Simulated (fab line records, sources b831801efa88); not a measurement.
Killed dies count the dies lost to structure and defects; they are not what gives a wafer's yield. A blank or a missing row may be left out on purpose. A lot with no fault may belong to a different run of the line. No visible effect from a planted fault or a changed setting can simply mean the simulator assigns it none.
Which tool did it? -- flow sky130 -- 15 lots with 45 wafers sampled at 2 steps, on a route of 708 steps

WHAT THE GAUGES SHOWED, per wafer
SKY_VT_ADJUST_LVTN_TW_MEAS_10. Usual: VT_ADJUST_LVTN_TW gives 239.3 (standard deviation 1.8).
lot,measured,on,VT_ADJUST_LVTN_TW,flag
L278,day 7 05:13,film-metro-04,238.1 237.4 237.2,
L280,day 7 21:47,film-metro-04,238.5 237.0 237.1,
L281,day 8 04:40,film-metro-03,236.9 238.0 238.6,
L282,day 8 14:47,film-metro-03,237.6 238.6 238.7,
L283,day 8 19:07,film-metro-02,241.0 240.0 239.9,
L284,day 8 22:49,film-metro-04,237.2 237.9 237.5,
L287,day 10 01:58,film-metro-02,239.8 238.4 239.7,
L288,day 10 11:31,film-metro-02,239.0 240.0 240.5,
L290,day 10 16:10,film-metro-03,240.0 239.1 238.7,
L292,day 11 03:04,film-metro-02,241.3 242.1 241.5,
L293,day 11 16:17,film-metro-03,238.5 238.7 239.5,
L294,day 11 23:07,film-metro-02,242.8 240.4 240.7,
L297,day 12 17:32,film-metro-02,243.2 242.8 243.6,
L298,day 13 00:58,film-metro-04,237.9 237.9 238.5,
L299,day 13 08:46,film-metro-03,236.3 237.4 236.3,

WHAT TOOL EACH LOT RAN ON (gives the tool, then ch and the chambers of the sampled wafers, and finally the start)
lot,SKY_PWDE_DEVELOP_06
L278,"litho-track-04 ch 0, day 4 02:00"
L280,"litho-track-01 ch 0, day 4 17:00"
L281,"litho-track-04 ch 0, day 4 22:00"
L282,"litho-track-02 ch 0, day 5 04:00"
L283,"litho-track-02 ch 0, day 5 11:00"
L284,"litho-track-02 ch 0, day 5 12:00"
L287,"litho-track-01 ch 0, day 6 12:00"
L288,"litho-track-01 ch 0, day 6 18:00"
L290,"litho-track-01 ch 0, day 7 00:00"
L292,"litho-track-02, day 7 10:00"
L293,"litho-track-02, day 7 21:00"
L294,"litho-track-04, day 8 01:00"
L297,"litho-track-04 ch 0, day 8 18:00"
L298,"litho-track-04 ch 0, day 8 23:00"
L299,"litho-track-01 ch 0, day 9 06:00"
- SKY_PWDE_DEVELOP_06: develop time 60 s.

AS READ BY THE TOOLS THEMSELVES (means over the sampled wafers that have a number; for cases with no such wafer, the mark the record gives instead)
SKY_PWDE_DEVELOP_06. Usual: chill-plate-temp-C 22.98 C, standard deviation 0.11; developer-temp-C 22.99 C, standard deviation 0.096.
lot,tool,chill-plate-temp-C (C),developer-temp-C (C),flag
L278,litho-track-04,22.92,23.06,
L280,litho-track-01,22.91,22.99,
L281,litho-track-04,23.08,22.98,
L282,litho-track-02,22.93,22.91,
L283,litho-track-02,22.85,22.93,
L284,litho-track-02,22.88,23.05,
L287,litho-track-01,22.92,23.04,
L288,litho-track-01,22.93,23.05,
L290,litho-track-01,22.97,23.09,
L292,litho-track-02,-,-,OFF
L293,litho-track-02,-,-,OFF
L294,litho-track-04,-,-,OFF
L297,litho-track-04,23.05,22.92,
L298,litho-track-04,23.19,22.95,
L299,litho-track-01,23.00,23.02,

THE ANSWER, worked out from the rows above alone
Rule: a lot is off if the mean of its wafers that have a number lies more than 3 standard deviations from the usual mean. Also off: a lot with no number at a reading for which 4 or more lots have one. All remaining lots with rows at the step are treated as sound. Order of review: gauges by route order, followed by the tools' own readings, for which a lot's mean as printed above is used. At the first step where some lot is off, the reading lying furthest off is the one used; lots without a number count as furthest.
Off, at SKY_PWDE_DEVELOP_06 on chill-plate-temp-C: L292, L293, L294. Without a number there: L292, L293, L294.
If a tool, at that step or one of the process steps before it, ran each lot that is off and ran no sound lot following the first of them, it fits. Not one of the candidates tried fits.

WHAT THE SIMULATOR HAD INSERTED
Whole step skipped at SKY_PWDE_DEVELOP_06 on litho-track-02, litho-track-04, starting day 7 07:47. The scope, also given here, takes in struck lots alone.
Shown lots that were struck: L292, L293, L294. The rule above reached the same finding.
